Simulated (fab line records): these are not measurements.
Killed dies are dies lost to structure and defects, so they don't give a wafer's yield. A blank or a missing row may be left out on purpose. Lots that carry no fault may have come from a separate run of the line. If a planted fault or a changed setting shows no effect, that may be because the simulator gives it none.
fab line records | flow gf180mcu
record: lots: 5 | wafers: 15 | last-day: 31
route steps=602 shown DUAL_GATE@144 POLY_GATE@157
lots that met no fault: taken from a fault-free run of the same line
start-h: hours from the record's first day to the start of the lot's first wafer shown | wait-h: hours elapsed since this lot's preceding step | " repeats the value in the row above | L1.1+2: one row covering several wafers at once | - no value, or no start was given | * or withheld: withheld | < > ~ a bound
route shown NAME@n: names a module that has steps shown in the file, with the first one's number in the route | usual: the fault-free wafers' mean and standard deviation | same: alike in all rows | chamber/n: place in a boat | sites: readings site by site | _std_site: standard deviation of those values | _edge_site: the outer-site mean with the inner-site mean subtracted | radius-mm: for every site, how far away it sits from the centre of the wafer | mask NAME#n: copy n | behind: the last tool/chamber to shape the wafer | hold: why the lot was held/for how many hours/how that ended | device: transistor that didn't switch, given as n, p or np | end of line: at the end of the route, the tests of the same wafers | for a step that has no rows: nothing shown but its recipe | killed: count of dies lost to structure and defects at first sort (not the wafer's yield) | map: the dies of a wafer, with x for killed, . for not killed, _ for no die there
set.NAME: the setting as run; set.NAME@STEP: as run at that earlier step | model.NAME: the simulator's own value behind a step, which no gauge read
certain route steps with their lots: each step a table, each wafer a row
services: a tool's chamber out of use, with start hour (start-h, from the record's first day; less than 0 if before it), hours out, and reason
== steps ==
step: GF_DUAL_GATE_THK_MEAS_03
recipe: reads: SiO2_of_DUAL_GATE_OXIDATION_02
usual: DUAL_GATE_OXIDATION_00_THK: 10.88/0.24
lot.wafer | tool          | chamber | start-h | wait-h | DUAL_GATE_OXIDATION_00_THK[nm]
L075.1    | film-metro-01 | -       | 171.05  | 0.0    | 10.61
L075.2    | "             | -       | "       | "      | 10.48
L075.5    | "             | -       | "       | "      | 10.44
L076.1    | film-metro-04 | -       | 174.80  | 0.0    | 10.58
L076.4    | "             | -       | "       | "      | 10.66
L076.6    | "             | -       | "       | "      | 10.47
L077.1    | film-metro-02 | -       | 182.96  | 0.0    | 10.77
L077.3    | "             | -       | "       | "      | 11.06
L077.6    | "             | -       | "       | "      | 10.99
L080.1    | film-metro-01 | -       | 200.42  | 0.0    | 11.29
L080.5    | "             | -       | "       | "      | 11.50
L080.6    | "             | -       | "       | "      | 11.12
L084.3    | film-metro-04 | -       | 225.93  | 0.0    | 10.57
L084.5    | "             | -       | "       | "      | 10.55
L084.6    | "             | -       | "       | "      | 10.62
step: GF_DUAL_GATE_DEHYDRATE_04
recipe: temp-c: 200 | time-s: 60
usual: heater-power-total-W: 160.37/0.13
lot.wafer | tool           | chamber | start-h | wait-h | heater-power-total-W
L075.1    | litho-track-04 | 0       | 178.18  | 7.1    | 160.41
L075.2    | "              | 0       | "       | "      | 160.59
L075.5    | "              | 0       | "       | "      | 160.29
L076.1    | litho-track-04 | 0       | 182.23  | 7.4    | 160.45
L076.4    | "              | 0       | "       | "      | 160.34
L076.6    | "              | 0       | "       | "      | 160.19
L077.1    | litho-track-03 | 0       | 190.56  | 7.6    | 160.57
L077.3    | "              | 0       | "       | "      | 160.57
L077.6    | "              | 0       | "       | "      | 160.33
L080.1    | litho-track-01 | 0       | 208.65  | 8.2    | 160.15
L080.5    | "              | 0       | "       | "      | 160.10
L080.6    | "              | 0       | "       | "      | 160.46
L084.3    | litho-track-04 | 0       | 233.88  | 7.9    | 160.21
L084.5    | "              | 0       | "       | "      | 160.34
L084.6    | "              | 0       | "       | "      | 160.22
step: GF_DUAL_GATE_HMDS_05
recipe: prime-time-s: 60 | prime-temp-c: 120
lot.wafer  | tool           | chamber | start-h | wait-h
L075.1+2+5 | litho-track-04 | 0       | 178.33  | 0.1
L076.1+4+6 | litho-track-04 | 0       | 182.38  | 0.1
L077.1+3+6 | litho-track-03 | 0       | 190.71  | 0.1
L080.1+5+6 | litho-track-01 | 0       | 208.80  | 0.1
L084.3+5+6 | litho-track-04 | 0       | 234.03  | 0.1
step: GF_DUAL_GATE_COAT_06
recipe: resist: NOVOLAK | spin-rpm: 3000 | resist-thk-nm: 1000
lot.wafer  | tool           | chamber | start-h | wait-h
L075.1+2+5 | litho-track-04 | 0       | 178.48  | 0.1
L076.1+4+6 | litho-track-04 | 0       | 182.53  | 0.1
L077.1+3+6 | litho-track-03 | 0       | 190.86  | 0.1
L080.1+5+6 | litho-track-01 | 0       | 208.95  | 0.1
L084.3+5+6 | litho-track-04 | 0       | 234.18  | 0.1
step: GF_DUAL_GATE_SOFTBAKE_07
recipe: temp-c: 90 | time-s: 60 | resist: NOVOLAK
usual: heater-power-total-W: 56.59/0.043
lot.wafer | tool           | chamber | start-h | wait-h | heater-power-total-W
L075.1    | litho-track-04 | 0       | 178.63  | 0.1    | 56.54
L075.2    | "              | 0       | "       | "      | 56.60
L075.5    | "              | 0       | "       | "      | 56.57
L076.1    | litho-track-04 | 0       | 182.68  | 0.1    | 56.64
L076.4    | "              | 0       | "       | "      | 56.59
L076.6    | "              | 0       | "       | "      | 56.57
L077.1    | litho-track-03 | 0       | 191.01  | 0.1    | 56.54
L077.3    | "              | 0       | "       | "      | 56.64
L077.6    | "              | 0       | "       | "      | 56.59
L080.1    | litho-track-01 | 0       | 209.10  | 0.1    | 56.54
L080.5    | "              | 0       | "       | "      | 56.54
L080.6    | "              | 0       | "       | "      | 56.59
L084.3    | litho-track-04 | 0       | 234.33  | 0.1    | 56.58
L084.5    | "              | 0       | "       | "      | 56.60
L084.6    | "              | 0       | "       | "      | 56.65
step: GF_DUAL_GATE_EXPOSE_08
recipe: mask-id: Dualgate | target-cd-nm: 700 | na: 0.6 | source-shape: conventional | sigma-outer: 0.6 | dose-mj: 140
lot.wafer  | tool             | chamber | start-h | wait-h | mask
L075.1+2+5 | iline-stepper-01 | 0       | -       | -      | Dualgate#0
L076.1+4+6 | iline-stepper-02 | 0       | -       | -      | Dualgate#0
L077.1+3+6 | iline-stepper-02 | 0       | -       | -      | Dualgate#0
L080.1+5+6 | iline-stepper-01 | 0       | -       | -      | Dualgate#0
L084.3+5+6 | iline-stepper-02 | 0       | -       | -      | Dualgate#0
step: GF_DUAL_GATE_PEB_09
recipe: temp-c: withheld | time-s: * | resist: NOVOLAK
lot.wafer  | tool           | chamber | start-h | wait-h
L075.1+2+5 | litho-track-01 | 0       | -       | -
L076.1+4+6 | litho-track-04 | 0       | -       | -
L077.1+3+6 | litho-track-03 | 0       | -       | -
L080.1+5+6 | litho-track-04 | 0       | -       | -
L084.3+5+6 | litho-track-04 | 0       | -       | -
step: GF_DUAL_GATE_DEVELOP_10
recipe: develop-time-s: 60 | dev-temp-c: 23
lot.wafer  | tool           | chamber | start-h | wait-h
L075.1+2+5 | litho-track-01 | 0       | 187.70  | 0.1
L076.1+4+6 | litho-track-04 | 0       | 190.78  | 0.1
L077.1+3+6 | litho-track-03 | 0       | 198.91  | 0.1
L080.1+5+6 | litho-track-04 | 0       | 217.13  | 0.1
L084.3+5+6 | litho-track-04 | 0       | 243.58  | 0.1
step: GF_DUAL_GATE_OVL_MEAS_11
usual: DUAL_GATE_OVL: -1.8/1.2
lot.wafer | tool       | chamber | start-h | wait-h | DUAL_GATE_OVL[nm]
L075.1    | overlay-01 | -       | 187.85  | 0.1    | -0.5
L075.2    | "          | -       | "       | "      | -2.8
L075.5    | "          | -       | "       | "      | -0.9
L076.1    | overlay-01 | -       | 190.93  | 0.1    | -2.0
L076.4    | "          | -       | "       | "      | -3.1
L076.6    | "          | -       | "       | "      | -3.1
L077.1    | overlay-01 | -       | 199.06  | 0.1    | 0.9
L077.3    | "          | -       | "       | "      | -1.2
L077.6    | "          | -       | "       | "      | -1.6
L080.1    | overlay-01 | -       | 217.28  | 0.1    | -1.4
L080.5    | "          | -       | "       | "      | -1.7
L080.6    | "          | -       | "       | "      | -0.9
L084.3    | overlay-01 | -       | 243.69  | 0.1    | -1.4
L084.5    | "          | -       | "       | "      | -2.5
L084.6    | "          | -       | "       | "      | -3.8
step: GF_DUAL_GATE_WET_ETCH_12
recipe: chemistry: dHF | target-depth-nm: 13 | dry: n2-spin | target: SiO2 | temp-c: 25 | dilution: 100:1 | time-s: 260
usual: bath-heat-duty-pct: 6.6/0.72
lot.wafer | tool         | chamber | start-h | wait-h | bath-heat-duty-pct
L075.1    | wet-bench-01 | 3       | 187.88  | 0.0    | 8.6
L075.2    | "            | 3       | "       | "      | 7.2
L075.5    | "            | 3       | "       | "      | 7.8
L076.1    | wet-bench-01 | 2       | 190.97  | 0.0    | 6.6
L076.4    | "            | 2       | "       | "      | 7.4
L076.6    | "            | 2       | "       | "      | 6.7
L077.1    | wet-bench-02 | 0       | 199.10  | 0.0    | 7.2
L077.3    | "            | 0       | "       | "      | 7.1
L077.6    | "            | 0       | "       | "      | 7.3
L080.1    | wet-bench-02 | 1       | 217.32  | 0.0    | 6.1
L080.5    | "            | 1       | "       | "      | 6.1
L080.6    | "            | 1       | "       | "      | 5.4
L084.3    | wet-bench-04 | 2       | 243.72  | 0.0    | 6.6
L084.5    | "            | 2       | "       | "      | 6.8
L084.6    | "            | 2       | "       | "      | 6.2
step: GF_DUAL_GATE_STRIP_13
recipe: chemistry: O2/N2 | power-w: 1400 | pressure-mtorr: 1500 | platen-temp-c: 250 | o2-flow-sccm: 3000 | n2-flow-sccm: 300 | overash-fraction: 0.5
usual: drypump-motor-current-A: 5.3/0.47 | heater-power-w: 349/33 | oes-product-au: 0.716/0.0045 | strip-time-to-endpoint-s: 12.63/0.036
lot.wafer | tool            | chamber | start-h | wait-h | drypump-motor-current-A | heater-power-w | oes-product-au | rf-hours-counter-h | strip-time-to-endpoint-s
L075.1    | plasma-asher-04 | 0       | 187.96  | 0.0    | 6.4                     | 310            | 0.709          | 54                 | 12.56
L075.2    | "               | 1       | "       | "      | 4.9                     | 317            | 0.718          | 54                 | 12.59
L075.5    | "               | 0       | "       | "      | 6.5                     | 303            | 0.714          | -                  | 12.60
L076.1    | plasma-asher-04 | 1       | 191.05  | 0.0    | 4.9                     | 320            | 0.722          | 55                 | 12.64
L076.4    | "               | 1       | "       | "      | 4.9                     | 333            | 0.711          | -                  | 12.65
L076.6    | "               | 1       | "       | "      | 4.9                     | 319            | 0.717          | -                  | 12.63
L077.1    | plasma-asher-02 | 1       | 199.18  | 0.0    | 5.5                     | 321            | 0.719          | 8                  | 12.57
L077.3    | "               | 1       | "       | "      | 5.5                     | 321            | 0.719          | -                  | 12.57
L077.6    | "               | 0       | "       | "      | 5.5                     | 406            | 0.708          | -                  | 12.63
L080.1    | plasma-asher-02 | 0       | 217.41  | 0.0    | 5.5                     | 405            | 0.721          | 10                 | 12.66
L080.5    | "               | 0       | "       | "      | 5.5                     | 400            | 0.715          | -                  | 12.62
L080.6    | "               | 1       | "       | "      | 5.5                     | 333            | 0.714          | -                  | 12.64
L084.3    | plasma-asher-02 | 0       | 243.91  | 0.0    | 5.6                     | 398            | 0.713          | -                  | 12.65
L084.5    | "               | 0       | "       | "      | 5.6                     | 396            | 0.718          | -                  | 12.65
L084.6    | "               | 1       | "       | "      | 5.5                     | 324            | 0.715          | -                  | 12.66
step: GF_DUAL_GATE_CLEAN_14
recipe: chemistry: SC1/SC2 | mix: 1:4:20 | temp-c: 70 | time-s: 150 | dry: n2-spin
usual: bath-guard-temp-C: 70.0/0.47 | bath-heat-duty-pct: 14.4/1.6
lot.wafer | tool         | chamber | start-h | wait-h | bath-guard-temp-C | bath-heat-duty-pct
L075.1    | wet-bench-02 | 0       | 188.06  | 0.1    | 69.6              | 16.1
L075.2    | "            | 0       | "       | "      | 69.9              | 15.4
L075.5    | "            | 0       | "       | "      | 69.8              | 14.8
L076.1    | wet-bench-02 | 1       | 191.15  | 0.1    | 69.2              | 12.9
L076.4    | "            | 1       | "       | "      | 69.8              | 14.3
L076.6    | "            | 1       | "       | "      | 69.2              | 13.2
L077.1    | wet-bench-04 | 3       | 199.28  | 0.1    | 69.3              | 15.7
L077.3    | "            | 3       | "       | "      | 69.6              | 17.7
L077.6    | "            | 3       | "       | "      | 69.5              | 16.2
L080.1    | wet-bench-04 | 0       | 217.51  | 0.1    | 70.8              | 12.9
L080.5    | "            | 0       | "       | "      | 70.6              | 11.8
L080.6    | "            | 0       | "       | "      | 70.8              | 12.1
L084.3    | wet-bench-02 | 3       | 243.98  | 0.0    | 71.0              | 11.7
L084.5    | "            | 3       | "       | "      | 70.3              | 12.0
L084.6    | "            | 3       | "       | "      | 70.3              | 12.4
step: GF_DUAL_GATE_OXIDATION_15
recipe: temp-c: 850 | ambient: O2 | stabilise-s: 600 | purge-s: 300 | target-thk-a: 70.98 | ox-time-s: 1995
usual: spike-tc-top-C: 860.4/1.4
lot.wafer | tool       | chamber | start-h | wait-h | spike-tc-top-C
L075.1    | furnace-01 | 0       | 188.30  | 0.2    | 859.4
L075.2    | "          | 0       | "       | "      | 858.3
L075.5    | "          | 0       | "       | "      | 859.7
L076.1    | furnace-01 | 0       | 192.64  | 1.4    | 860.2
L076.4    | "          | 0       | "       | "      | 858.3
L076.6    | "          | 0       | "       | "      | 859.9
L077.1    | furnace-02 | 0       | 199.90  | 0.6    | 862.1
L077.3    | "          | 0       | "       | "      | 862.3
L077.6    | "          | 0       | "       | "      | 862.1
L080.1    | furnace-01 | 0       | 217.66  | 0.1    | 860.2
L080.5    | "          | 0       | "       | "      | 859.3
L080.6    | "          | 0       | "       | "      | 858.5
L084.3    | furnace-02 | 0       | 244.03  | 0.0    | 861.7
L084.5    | "          | 0       | "       | "      | 860.2
L084.6    | "          | 0       | "       | "      | 863.2
step: GF_POLY_GATE_CVD_00
recipe: material: poly-Si | target-thk-nm: 200 | temp-c: 620 | time-s: 1200 | pressure-mtorr: 200
usual: spike-tc-top-C: 640/3.7
lot.wafer | tool     | chamber | start-h | wait-h | spike-tc-top-C
L075.1    | lpcvd-01 | 0       | 189.85  | 0.0    | 645
L075.2    | "        | 0       | "       | "      | 643
L075.5    | "        | 0       | "       | "      | 642
L076.1    | lpcvd-01 | 1       | 194.20  | 0.0    | 637
L076.4    | "        | 1       | "       | "      | 638
L076.6    | "        | 1       | "       | "      | 638
L077.1    | lpcvd-01 | 1       | 201.45  | 0.0    | 637
L077.3    | "        | 1       | "       | "      | 637
L077.6    | "        | 1       | "       | "      | 638
L080.1    | lpcvd-02 | 0       | 219.22  | 0.0    | 633
L080.5    | "        | 0       | "       | "      | 635
L080.6    | "        | 0       | "       | "      | 634
L084.3    | lpcvd-01 | 0       | 245.58  | 0.0    | 641
L084.5    | "        | 0       | "       | "      | 644
L084.6    | "        | 0       | "       | "      | 646
== services ==
tool             | chamber | start-h | hours | kind
furnace-02       | -       | 181.51  | 3.0   | pm
plasma-asher-02  | -       | 186.24  | 2.8   | repair
plasma-asher-02  | -       | 193.88  | 1.9   | repair
iline-stepper-02 | -       | 198.38  | 8.9   | pm
plasma-asher-02  | -       | 205.76  | 2.7   | repair
== key ==
fault none
